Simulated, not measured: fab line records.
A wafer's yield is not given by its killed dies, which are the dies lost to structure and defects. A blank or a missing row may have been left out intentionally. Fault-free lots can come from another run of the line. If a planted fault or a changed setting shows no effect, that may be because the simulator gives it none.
Comparing a struck lot with a sound one :: flow gf180mcu :: 43 steps out of a route of 602
Sound: these wafers, L254.3, L254.4, L254.5. Wafers L261.1, L261.2, L261.5 were the ones struck. At the end, the cause is stated.
For every step that has rows: the tool of each side, followed by ch and its chambers, followed by its first start. Under that, the readings that differ: sound wafers :: struck wafers :: difference of the means :: sigmas: that difference in standard deviations of wafers without a fault.
alike: words and numbers the same on both sides, and readings whose means are apart by under 2 such deviations; not compared: readings that were withheld, readings missing a value for some wafer, numbers with overlapping values and no deviation given by the record, and bounds like >300 which may hide the same value.
The two part at a step that has a row with sigmas, a row that says differs or no value, or rows on one side only. Numbers that have no deviation but don't overlap get no sigmas and don't part them. A reading missing from all wafers of one side parts the sides only when that side holds two or more wafers.

first, 1 step without rows for these wafers: GF_VT_IMPLANT_IMPLANT_19.
GF_VT_IMPLANT_STRIP_20: strips in O2/N2.
  sound on plasmaAsher-01 ch 0,1, day 6 11:43; struck on plasmaAsher-01 ch 0,1, day 8 05:08
  alike: drypumpMotorCurrentA, heaterPowerW, n2FlowSccm, oesProductAu, platenTempC, stripTimeToEndpointS
  not compared: rfHoursCounterH
GF_VT_IMPLANT_TW_MEAS_21:
  sound on filmMetro-02 at day 6 11:48; struck on filmMetro-04 at day 8 05:14
  alike: VT_IMPLANT_2_TW
then, 7 steps without rows for these wafers: GF_VT_IMPLANT_DEHYDRATE_22 (time 60 s); GF_VT_IMPLANT_HMDS_23 (prime time 60 s); GF_VT_IMPLANT_COAT_24 (resist thk 1000 nm); GF_VT_IMPLANT_SOFTBAKE_25 (time 60 s); GF_VT_IMPLANT_EXPOSE_26 (exposes mask LVPWELL HV AREA, target cd 860 nm); GF_VT_IMPLANT_PEB_27; GF_VT_IMPLANT_DEVELOP_28 (develop time 60 s).
GF_VT_IMPLANT_OVL_MEAS_29:
  sound on overlay-01 at day 7 02:42; struck on overlay-02 at day 8 21:00
  alike: VT_IMPLANT_02_OVL
after that, 1 step had no rows for these wafers: GF_VT_IMPLANT_IMPLANT_30.
GF_VT_IMPLANT_STRIP_31: strips in O2/N2.
  sound on plasmaAsher-01 ch 0,1, day 7 02:55; struck on plasmaAsher-03 ch 0,1, day 8 21:11
  alike: drypumpMotorCurrentA, heaterPowerW, n2FlowSccm, oesProductAu, platenTempC, stripTimeToEndpointS
  not compared: rfHoursCounterH
GF_VT_IMPLANT_TW_MEAS_32:
  sound on filmMetro-04 at day 7 03:00; struck on filmMetro-03 at day 8 21:17
  alike: VT_IMPLANT_3_TW
then, 7 steps without rows for these wafers: GF_VT_IMPLANT_DEHYDRATE_33 (time 60 s); GF_VT_IMPLANT_HMDS_34 (prime time 60 s); GF_VT_IMPLANT_COAT_35 (resist thk 1000 nm); GF_VT_IMPLANT_SOFTBAKE_36 (time 60 s); GF_VT_IMPLANT_EXPOSE_37 (exposes mask Nwell HV AREA, target cd 860 nm); GF_VT_IMPLANT_PEB_38; GF_VT_IMPLANT_DEVELOP_39 (develop time 60 s).
GF_VT_IMPLANT_OVL_MEAS_40:
  sound on overlay-01 at day 7 18:04; struck on overlay-02 at day 9 13:31
reading: VT_IMPLANT_03_OVL (nm)
sound: -1.7 -0.5 -2.4
struck: 3.5 3.8 2.5
difference: +4.8
sigmas: +3
after that, 1 step had no rows for these wafers: GF_VT_IMPLANT_IMPLANT_41.
GF_VT_IMPLANT_STRIP_42: strips in O2/N2.
  sound on plasmaAsher-03 ch 0,1, day 7 18:16; struck on plasmaAsher-02 ch 0,1, day 9 13:41
  alike: drypumpMotorCurrentA, heaterPowerW, n2FlowSccm, oesProductAu, platenTempC, stripTimeToEndpointS
  not compared: rfHoursCounterH
GF_VT_IMPLANT_TW_MEAS_43:
  sound on filmMetro-04 at day 7 18:22; struck on filmMetro-02 at day 9 13:47
  alike: VT_IMPLANT_4_TW
then, 1 step without rows for these wafers: GF_VT_IMPLANT_CLEAN_44 (cleans in SC1/SC2, time 150 s).
GF_VT_IMPLANT_RTA_45: time 30 s.
  sound on rtpAnneal-01 ch 0, day 7 18:29; struck on rtpAnneal-02 ch 0, day 9 13:55
reading: lampPowerPct (%)
sound: 40 40 40
struck: 26 26 26
difference: -14
sigmas: -2
  alike: wafer_temp_C_max
GF_VT_IMPLANT_RS_MEAS_46: measures by four-point-probe.
  sound on filmMetro-03 at day 7 18:35; struck on filmMetro-01 at day 9 14:01
  alike: MVSD_RS
GF_VT_IMPLANT_RS_MEAS_47: measures by four-point-probe.
  sound on filmMetro-03 at day 7 18:43; struck on filmMetro-01 at day 9 14:08
  alike: NWELL_RS
GF_VT_IMPLANT_RS_MEAS_48: measures by four-point-probe.
  sound on filmMetro-03 at day 7 18:50; struck on filmMetro-01 at day 9 14:15
reading: LVPWELL_RS (ohm/sq)
sound: 1189.3 1188.7 1188.3
struck: 1196.7 1194.4 1195.9
difference: +6.9
sigmas: +3
GF_VT_IMPLANT_RS_MEAS_49: measures by four-point-probe.
  sound on filmMetro-03 at day 7 18:57; struck on filmMetro-01 at day 9 14:22
  alike: MVPSD_RS
then, 4 steps without rows for these wafers: GF_VT_IMPLANT_WET_ETCH_50 (etches SiO2 in dHF, target depth 20 nm, time 392.5 s); GF_DUAL_GATE_CLEAN_00 (cleans in SC1/SC2, time 150 s); GF_DUAL_GATE_CLEAN_01 (cleans in dHF, time 20 s); GF_DUAL_GATE_OXIDATION_02 (stabilise 600 s, purge 300 s, target thk 10.887 nm).
GF_DUAL_GATE_THK_MEAS_03:
  sound on filmMetro-02 at day 7 20:40; struck on filmMetro-01 at day 9 16:35
  alike: DUAL_GATE_OXIDATION_00_THK
then, 6 steps without rows for these wafers: GF_DUAL_GATE_DEHYDRATE_04 (time 60 s); GF_DUAL_GATE_HMDS_05 (prime time 60 s); GF_DUAL_GATE_COAT_06 (resist thk 1000 nm); GF_DUAL_GATE_SOFTBAKE_07 (time 60 s); GF_DUAL_GATE_EXPOSE_08 (exposes mask Dualgate, target cd 700 nm); GF_DUAL_GATE_PEB_09.
-- record jumps: 22 days separate the struck wafers' starts on either side; left off in module DUAL_GATE, taken up again in module PASSIVATION, whose first shown step is the route's number 602 --
GF_PASSIVATION_PROBE_99:
  only the struck wafers here have rows in the record (prober-01, day 31 05:54); the sound ones have none

## WHERE THEY PART
At GF_VT_IMPLANT_OVL_MEAS_40 first; at GF_PASSIVATION_PROBE_99 last (within this record only).

WHY: what the simulator had put in
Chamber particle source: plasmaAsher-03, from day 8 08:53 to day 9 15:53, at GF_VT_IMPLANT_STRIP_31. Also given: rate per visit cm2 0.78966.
